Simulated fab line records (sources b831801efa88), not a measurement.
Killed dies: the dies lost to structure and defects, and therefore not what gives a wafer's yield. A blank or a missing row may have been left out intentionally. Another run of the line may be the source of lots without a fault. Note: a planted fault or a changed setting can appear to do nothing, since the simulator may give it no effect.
Struck lot and sound lot, side by side + flow gf180mcu + 34 steps out of a route of 602
Sound: these wafers, L483.1, L483.2, L483.4. Wafers struck: L474.2, L474.4, L474.6. At the end, the cause is stated.
For every step that has rows: the tool of each side, followed by ch and its chambers, followed by its first start. Under that, the readings that differ: sound wafers + struck wafers + difference of the means + sigmas: that difference in standard deviations of wafers without a fault.
alike: words and numbers the same on both sides, and readings whose means are apart by under 2 such deviations; not compared: readings that were withheld, readings missing a value for some wafer, numbers with overlapping values and no deviation given by the record, and bounds like >300 which may hide the same value.
Wherever a step has rows on one side only, a row that says differs or no value, or a row with sigmas, the two part there. Non-overlapping numbers with no deviation appear without sigmas and do not part them. A reading that every wafer of one side lacks parts them only if that side has two wafers or more.

first, 1 step without rows for these wafers: GF_HV_LDD_CLEAN_51 (cleans in SC1/SC2, time 150 s).
GF_HV_LDD_RTA_52: time 10 s.
  sound on rtp_anneal-01 ch 0, day 18 05:10; struck on rtp_anneal-02 ch 0, day 15 01:39
| reading            | sound    | struck   | difference | sigmas |
|--------------------|----------|----------|------------|--------|
| lamp_power_pct (%) | 41 41 41 | 28 28 28 | -13        | -2     |
  alike: wafer_temp_C_max
GF_HV_LDD_RS_MEAS_53: measures by four-point-probe.
  sound on film_metro-04, day 18 05:14; struck on film_metro-01, day 15 01:44
  alike: HV_LDD_RS
then, 1 step without rows for these wafers: GF_HV_LDD_CVD_54 (deposits SiO2 from TEOS, target thk 10 nm, time 75 s).
GF_HV_LDD_THK_MEAS_55:
  sound on film_metro-04, day 18 06:22; struck on film_metro-03, day 15 03:36
| reading                | sound             | struck         | difference | sigmas |
|------------------------|-------------------|----------------|------------|--------|
| HV_LDD_CVD_54_THK (nm) | 10.14 10.25 10.13 | 9.91 9.78 9.78 | -0.35      | -2     |
then, 1 step without rows for these wafers: GF_HV_LDD_CVD_56 (deposits Si3N4 from DCS/NH3, target thk 90 nm, time 1543 s).
GF_HV_LDD_THK_MEAS_57:
  sound on film_metro-03, day 18 07:52; struck on film_metro-03, day 15 05:09
  alike: HV_LDD_CVD_56_THK
GF_HV_LDD_ETCHBACK_58: etches Si3N4 in CH3F/O2, stops on SiO2, time 100 s, target depth 90 nm.
  sound on rie_diel-02 ch 2,3, day 18 07:55; struck on rie_diel-03 ch 1,2, day 15 05:12
  alike: drypump_motor_current_A, oes_product_au, throttle_valve_pct
  not compared: rf_hours_counter_h
then, 4 steps without rows for these wafers: GF_NSD_DEHYDRATE_00 (time 60 s); GF_NSD_HMDS_01 (prime time 60 s); GF_NSD_COAT_02 (resist thk 1000 nm); GF_NSD_SOFTBAKE_03 (time 60 s).
GF_NSD_EXPOSE_04: exposes mask Nplus, target cd 400 nm.
  sound on iline_stepper-01 ch 0, day 18 20:28; struck on iline_stepper-02 ch 0, day 15 16:04
| reading | sound                   | struck                  | difference | sigmas |
|---------|-------------------------|-------------------------|------------|--------|
| mask    | Nplus#0 Nplus#0 Nplus#0 | Pplus#0 Pplus#0 Pplus#0 | differs    |        |
then, 2 steps without rows for these wafers: GF_NSD_PEB_05; GF_NSD_DEVELOP_06 (develop time 60 s).
GF_NSD_CD_MEAS_07: target cd 400 nm.
  sound on cd_sem-02, day 19 08:16; struck on cd_sem-02, day 16 03:02
| reading    | sound             | struck | difference                    | sigmas |
|------------|-------------------|--------|-------------------------------|--------|
| cd_nm (nm) | 399.4 400.2 399.9 | - - -  | no value on the struck wafers |        |
GF_NSD_OVL_MEAS_08:
  sound on overlay-02, day 19 08:23; struck on overlay-02, day 16 03:08
| reading      | sound         | struck | difference                    | sigmas |
|--------------|---------------|--------|-------------------------------|--------|
| NSD_OVL (nm) | 0.0 -0.1 -1.4 | - - -  | no value on the struck wafers |        |
then, 2 steps without rows for these wafers: GF_NSD_IMPLANT_09; GF_NSD_IMPLANT_10.
GF_NSD_STRIP_11: strips in O2/N2.
  sound on plasma_asher-02 ch 0,1, day 19 08:43; struck on plasma_asher-01 ch 1, day 16 03:28
| reading            | sound       | struck      | difference | sigmas |
|--------------------|-------------|-------------|------------|--------|
| heater_power_w (W) | 334 350 349 | 275 283 277 | -66        | -3     |
  alike: drypump_motor_current_A, oes_product_au, platen_temp_c, strip_time_to_endpoint_s
  not compared: rf_hours_counter_h
GF_NSD_TW_MEAS_12:
  sound on film_metro-03, day 19 08:49; struck on film_metro-03, day 16 03:34
| reading | sound          | struck   | difference | sigmas      |
|---------|----------------|----------|------------|-------------|
| NSD_TW  | 4271 4287 4272 | 30 30 30 | -4247      | -99 or more |
then, 7 steps without rows for these wafers: GF_PSD_DEHYDRATE_00 (time 60 s); GF_PSD_HMDS_01 (prime time 60 s); GF_PSD_COAT_02 (resist thk 1000 nm); GF_PSD_SOFTBAKE_03 (time 60 s); GF_PSD_EXPOSE_04 (exposes mask Pplus, target cd 400 nm); GF_PSD_PEB_05; GF_PSD_DEVELOP_06 (develop time 60 s).
GF_PSD_CD_MEAS_07: target cd 400 nm.
  sound on cd_sem-01, day 20 09:33; struck on cd_sem-01, day 17 01:40
  alike: cd_nm
GF_PSD_OVL_MEAS_08:
  sound on overlay-01, day 20 09:40; struck on overlay-02, day 17 01:47
  alike: PSD_OVL
following that, these wafers have no rows for 1 step: GF_PSD_IMPLANT_09.
GF_PSD_STRIP_10: strips in O2/N2.
  sound on plasma_asher-02 ch 0,1, day 20 09:51; struck on plasma_asher-04 ch 0,1, day 17 01:58
  alike: drypump_motor_current_A, heater_power_w, oes_product_au, platen_temp_c, strip_time_to_endpoint_s
  not compared: rf_hours_counter_h
GF_PSD_TW_MEAS_11:
  sound on film_metro-01, day 20 09:57; struck on film_metro-03, day 17 02:04
| reading | sound          | struck         | difference | sigmas |
|---------|----------------|----------------|------------|--------|
| PSD_TW  | 3155 3154 3140 | 4307 4316 4300 | +1158      | +53    |
then, 1 step without rows for these wafers: GF_PSD_CLEAN_12 (cleans in SC1/SC2, time 150 s).

## WHERE THEY PART
At GF_HV_LDD_RTA_52 first; at GF_PSD_TW_MEAS_11 last (within this record only).

WHY: the cause the simulator had injected
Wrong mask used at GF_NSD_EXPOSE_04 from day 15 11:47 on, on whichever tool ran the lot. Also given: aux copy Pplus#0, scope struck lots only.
